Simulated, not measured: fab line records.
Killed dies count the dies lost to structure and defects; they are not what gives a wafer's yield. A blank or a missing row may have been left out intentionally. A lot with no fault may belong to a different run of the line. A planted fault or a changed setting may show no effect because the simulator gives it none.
Problem report in the 8D (eight disciplines) form, filled by code    flow sky130    the parts of the form that need people (team, actions taken, sign-off) are left out

## 1. PROBLEM STATEMENT
Wafers without a fault read 2.70 s, standard deviation 0.043; stripTimeToEndpointS at SKY_METAL1_STRIP_20 reads a mean of 3.26 s on 2 wafers belonging to 2 lots. That puts it +13 standard deviations away from the usual mean.
The step: strips in O2/N2.
The first sign was on wafer L775.3 at day 34 23:15, on plasmaAsher-03. The record has a number at this step for 42 wafers belonging to 14 lots. The rule behind "out" and "out of limits": a value lying over 4 standard deviations away from the usual mean. The rest of the wafers with a number are treated as sound.

## 2. WHAT IT IS AND WHAT IT IS NOT
question                     is                                  is not
which readings at this step  stripTimeToEndpointS, oesProductAu  drypumpMotorCurrentA
which lots                   L775, L776                          L769, L770, L771, L773, L784, L785, L786, L787, L788, L789, L791, L792
which wafers of those lots   L775.3, L776.1                      L775.2, L775.4, L776.2, L776.4
read on which tools          plasmaAsher-01, plasmaAsher-03      plasmaAsher-04
when                         from day 34 23:15                   up to then (14 sound wafers); but 26 sound wafers of L776, L784, L785, L786, L787, L788, L789, L791, L792 came after

## 3. THE SUSPECTS, EACH WITH WHAT RULES IT OUT
Counting: if a tool at a process step up to the reading ran every lot that is out, it stays a suspect. Sound lots after the first of them don't rule it out here, since some wafers of a struck lot are sound.
- rieMetal-03 at SKY_METAL1_METAL_ETCH_19 (etches the open film in Cl2/BCl3, stops on SiO2, target depth 360 nm, time 78 s): kept. It processed each lot that is out (first: L775, day 34 23:10); up to then, its last sound lot is L773 (day 34 01:59).
- The sound lot-mates ran in chamber 0 of rieMetal-03 at SKY_METAL1_METAL_ETCH_19, but the wafers that are out ran in chamber 1.
Left after counting: rieMetal-03 at SKY_METAL1_METAL_ETCH_19.

## 4. THE CAUSE (what the simulator had put in)
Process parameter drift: rieMetal-03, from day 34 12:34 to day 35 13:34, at SKY_METAL1_METAL_ETCH_19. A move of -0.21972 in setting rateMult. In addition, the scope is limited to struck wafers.
Only this tool survived the counting.

## 5. SEQUENCE OF EFFECTS, ordered by route
Rows list readings where the struck wafers' mean (over those with a number) sits beyond 3 standard deviations from the usual. Only readings whose record carries a usual standard deviation are examined. hours: median over the lots of the time between each lot's start at the first step of this table that gives one and its start at this step. sigmas: the change, counted in usual standard deviations.
hours  step                 reading               usual       on struck wafers  change  sigmas
0      SKY_METAL1_STRIP_20  oesProductAu          0.343 a.u.  0.365             +0.022  +4.7
0      SKY_METAL1_STRIP_20  stripTimeToEndpointS  2.70 s      3.26              +0.56   +13
It contains these process steps:
- SKY_METAL1_STRIP_20: strips in O2/N2.

## 6. WHAT WOULD HAVE CAUGHT IT SOONER
First out-of-limits reading in this record: day 34 23:15, which is 11 hours after fault onset at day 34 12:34.
An alarm limit of 4 standard deviations would not have fired on the tool readings at SKY_METAL1_METAL_ETCH_19 for which the record gives a usual standard deviation, since none of them was out on any struck wafer.
L776, from the lots that are out (2), started SKY_METAL1_METAL_ETCH_19 on rieMetal-03 later than day 34 23:15. Putting the tool on hold at that point would have spared it.
